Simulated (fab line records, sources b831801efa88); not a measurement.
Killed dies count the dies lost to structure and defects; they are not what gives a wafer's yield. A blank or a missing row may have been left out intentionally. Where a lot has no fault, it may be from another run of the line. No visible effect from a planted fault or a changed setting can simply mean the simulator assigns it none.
A lot that was struck, set against a sound lot :: flow gf180mcu :: 32 steps out of a route of 602
Sound: these wafers, L503.3, L503.5, L503.6. The struck wafers were L507.1, L507.3, L507.6. The cause is named last.
At each step with rows: each side's tool, then ch and its chambers, then its first start. Under that, the readings that differ: sound wafers :: struck wafers :: difference of the means :: sigmas: that difference in standard deviations of wafers without a fault.
alike: readings with means less than 2 such deviations apart, plus words and numbers identical on both sides. not compared: withheld readings, readings lacking a value on some wafer, bounds such as >300 that could conceal the same value, and numbers that have no deviation in the record and whose values overlap.
A row with sigmas, a row that says differs or no value, or rows on one side alone: a step with any of these is where the two part. Non-overlapping numbers with no deviation appear without sigmas and do not part them. A reading missing from all wafers of one side parts the sides only when that side holds two or more wafers.

first, 1 step without rows for these wafers: GF_HV_LDD_CVD_56 (deposits Si3N4 from DCS/NH3, target thk 90 nm, time 1543 s).
GF_HV_LDD_THK_MEAS_57:
  struck on film-metro-03, day 13 19:24; sound on film-metro-04, day 12 13:53
  alike: HV_LDD_CVD_56_THK
GF_HV_LDD_ETCHBACK_58: etches Si3N4 in CH3F/O2, stops on SiO2, time 100 s, target depth 90 nm.
  sound on rie-diel-02 ch 1,2, day 12 13:55; struck on rie-diel-01 ch 2,3, day 13 19:28
reading: drypump-motor-current-A (A)
sound: 5.5 5.4 5.9
struck: 6.3 6.4 6.3
difference: +0.7
sigmas: +2
  alike: O2_flow_sccm, oes-product-au, throttle-valve-pct
  not compared: rf-hours-counter-h
then, 7 steps without rows for these wafers: GF_NSD_DEHYDRATE_00 (time 60 s); GF_NSD_HMDS_01 (prime time 60 s); GF_NSD_COAT_02 (resist thk 1000 nm); GF_NSD_SOFTBAKE_03 (time 60 s); GF_NSD_EXPOSE_04 (exposes mask Nplus, target cd 400 nm); GF_NSD_PEB_05; GF_NSD_DEVELOP_06 (develop time 60 s).
GF_NSD_CD_MEAS_07 targets a cd of 400 nm.
  struck on cd-sem-02, day 14 16:03; sound on cd-sem-01, day 13 10:18
  alike: cd-nm
GF_NSD_OVL_MEAS_08:
  struck on overlay-01, day 14 16:10; sound on overlay-01, day 13 10:23
  alike: NSD_OVL
GF_NSD_IMPLANT_09:
  sound on implanter-01 ch 0, day 13 10:28; struck on implanter-02 ch 0, day 14 16:13
reading: implant-ion-amu
sound: 75 75 75
struck: 49 49 49
difference: -26
sigmas: 

reading: model.implant.rp-nm (nm)
sound: 36.48 36.48 36.48
struck: 45.19 45.19 45.19
difference: +8.71
sigmas: 

reading: model.implant.drp-nm (nm)
sound: 16.15 16.15 16.15
struck: 21.23 21.23 21.23
difference: +5.08
sigmas: 
following that, these wafers have no rows for 1 step: GF_NSD_IMPLANT_10.
GF_NSD_STRIP_11: strips in O2/N2.
  sound on plasma-asher-04 ch 0,1, day 13 10:45; struck on plasma-asher-01 ch 0,1, day 14 16:31
reading: strip-time-to-endpoint-s (s)
sound: 23.02 22.95 23.00
struck: 23.76 23.77 23.70
difference: +0.75
sigmas: +18
  alike: drypump-motor-current-A, heater-power-w, oes-product-au
  not compared: rf-hours-counter-h
GF_NSD_TW_MEAS_12:
  struck on film-metro-01, day 14 16:37; sound on film-metro-02, day 13 10:50
reading: NSD_TW
sound: 4267 4252 4256
struck: 4197 4173 4199
difference: -69
sigmas: -2
then, 7 steps without rows for these wafers: GF_PSD_DEHYDRATE_00 (time 60 s); GF_PSD_HMDS_01 (prime time 60 s); GF_PSD_COAT_02 (resist thk 1000 nm); GF_PSD_SOFTBAKE_03 (time 60 s); GF_PSD_EXPOSE_04 (exposes mask Pplus, target cd 400 nm); GF_PSD_PEB_05; GF_PSD_DEVELOP_06 (develop time 60 s).
GF_PSD_CD_MEAS_07 targets a cd of 400 nm.
  struck on cd-sem-02, day 15 13:40; sound on cd-sem-02, day 14 06:53
  alike: cd-nm
GF_PSD_OVL_MEAS_08:
  struck on overlay-02, day 15 13:47; sound on overlay-02, day 14 06:59
  alike: PSD_OVL
following that, these wafers have no rows for 1 step: GF_PSD_IMPLANT_09.
GF_PSD_STRIP_10: strips in O2/N2.
  sound on plasma-asher-01 ch 0,1, day 14 07:11; struck on plasma-asher-01 ch 0,1, day 15 13:58
reading: strip-time-to-endpoint-s (s)
sound: 16.48 16.52 16.48
struck: 16.56 16.55 16.60
difference: +0.08
sigmas: +2
  alike: drypump-motor-current-A, heater-power-w, oes-product-au
  not compared: rf-hours-counter-h
GF_PSD_TW_MEAS_11:
  struck on film-metro-03, day 15 14:04; sound on film-metro-02, day 14 07:17
  alike: PSD_TW
then, 1 step without rows for these wafers: GF_PSD_CLEAN_12 (cleans in SC1/SC2, time 150 s).
GF_PSD_RTA_13: time 20 s.
  sound on rtp-anneal-02 ch 0, day 14 07:24; struck on rtp-anneal-02 ch 0, day 15 14:11
  alike: lamp-power-pct, wafer_temp_C_max
GF_PSD_RS_MEAS_14: the measuring method here is four-point-probe.
  struck on film-metro-03, day 15 14:16; sound on film-metro-01, day 14 07:30
reading: NSD_RS (ohm/sq)
sound: 46.16 46.13 46.13
struck: - - -
difference: no value on the struck wafers
sigmas: 
GF_PSD_RS_MEAS_15: the measuring method here is four-point-probe.
  struck on film-metro-03, day 15 14:23; sound on film-metro-01, day 14 07:37
  alike: PSD_RS

== WHERE THEY PART ==
Earliest at GF_HV_LDD_ETCHBACK_58; latest, in this record, at GF_PSD_RS_MEAS_14. Later steps at which nothing parts them and some readings are alike: GF_PSD_RS_MEAS_15.

WHY: what had been put in by the simulator
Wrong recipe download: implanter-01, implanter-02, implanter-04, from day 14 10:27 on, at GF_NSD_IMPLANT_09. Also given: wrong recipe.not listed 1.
